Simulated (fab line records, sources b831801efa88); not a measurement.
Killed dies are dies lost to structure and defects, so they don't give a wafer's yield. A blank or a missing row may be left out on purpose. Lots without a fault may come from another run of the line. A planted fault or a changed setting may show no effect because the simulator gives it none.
A struck lot beside a sound one | flow sky130 | 17 steps out of a route of 708
Sound: wafers L814.1, L814.2, L814.5. Struck: wafers L829.1, L829.5, L829.6. The cause comes at the end.
At each step with rows: each side's tool, then ch and its chambers, then its first start. Under that, the readings that differ: sound wafers | struck wafers | difference of the means | sigmas: that difference in standard deviations of wafers without a fault.
alike: readings whose means differ by less than 2 such deviations, and words and numbers that are the same on both sides. not compared: withheld readings, readings that some wafer has no value for, bounds like >300 that may hide the same value, and numbers for which the record gives no deviation and whose values overlap.
The two part at a step that has a row with sigmas, a row that says differs or no value, or rows on one side only. Numbers that don't overlap but have no deviation are shown without sigmas and don't part them. A reading that every wafer of one side lacks parts them only if that side has two wafers or more.

SKY_LDD_HVN_OVL_MEAS_07:
  sound on overlay-02, day 21 11:07; struck on overlay-02, day 25 17:10
  alike: LDD_HVN_OVL
then, 1 step without rows for these wafers: SKY_LDD_HVN_IMPLANT_08.
SKY_LDD_HVN_STRIP_09: strips in O2/N2.
  sound on plasma_asher-04 ch 0,1, day 21 11:18; struck on plasma_asher-04 ch 0,1, day 25 17:22
  alike: drypump_motor_current_A, oes_product_au, strip_time_to_endpoint_s
  not compared: rf_hours_counter_h
SKY_LDD_HVN_TW_MEAS_10:
  sound on film_metro-03, day 21 11:24; struck on film_metro-04, day 25 17:28
  alike: LDD_HVN_TW
then, 7 steps without rows for these wafers: SKY_LDD_HVP_DEHYDRATE_00 (time 60 s); SKY_LDD_HVP_HMDS_01 (prime time 60 s); SKY_LDD_HVP_COAT_02 (resist thk 300 nm); SKY_LDD_HVP_SOFTBAKE_03 (time 60 s); SKY_LDD_HVP_EXPOSE_04 (exposes mask HVPTM, target cd 700 nm); SKY_LDD_HVP_PEB_05; SKY_LDD_HVP_DEVELOP_06 (develop time 60 s).
SKY_LDD_HVP_OVL_MEAS_07:
  sound on overlay-02, day 22 18:01; struck on overlay-02, day 26 20:55
  alike: LDD_HVP_OVL
SKY_LDD_HVP_IMPLANT_08:
  sound on implanter-02 ch 0, day 22 18:03; struck on implanter-02 ch 0, day 26 20:57
  reading            | sound                | struck             | difference | sigmas
  tilt_deg (degrees) | 17.872 17.878 17.895 | -0.004 0.025 0.013 | -17.870    | -99 or more
SKY_LDD_HVP_STRIP_09: strips in O2/N2.
  sound on plasma_asher-04 ch 0,1, day 22 18:12; struck on plasma_asher-02 ch 0,1, day 26 21:06
  alike: drypump_motor_current_A, oes_product_au, strip_time_to_endpoint_s
  not compared: rf_hours_counter_h
SKY_LDD_HVP_TW_MEAS_10:
  sound on film_metro-01, day 22 18:18; struck on film_metro-02, day 26 21:12
  reading    | sound       | struck      | difference | sigmas
  LDD_HVP_TW | 458 460 457 | 404 403 401 | -56        | -15
then, 1 step without rows for these wafers: SKY_LDD_LDN_DEHYDRATE_00 (time 60 s).
-- the record jumps here: 22 days lie between the struck wafers' starts before and after (it left off in module LDD_LDN and takes up again in module PAD_OPEN, whose first step shown is number 708 of the route) --
SKY_PAD_OPEN_PROBE_99:
  the record has rows for the struck wafers here (prober-01, day 49 08:30) and none for the sound ones

WHERE THEY PART
First at SKY_LDD_HVP_IMPLANT_08; last, within this record, at SKY_PAD_OPEN_PROBE_99.

WHY: what the simulator had put in
Process parameter drift: implanter-02, from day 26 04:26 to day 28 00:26, at SKY_LDD_HVP_IMPLANT_08. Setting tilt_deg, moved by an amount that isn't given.
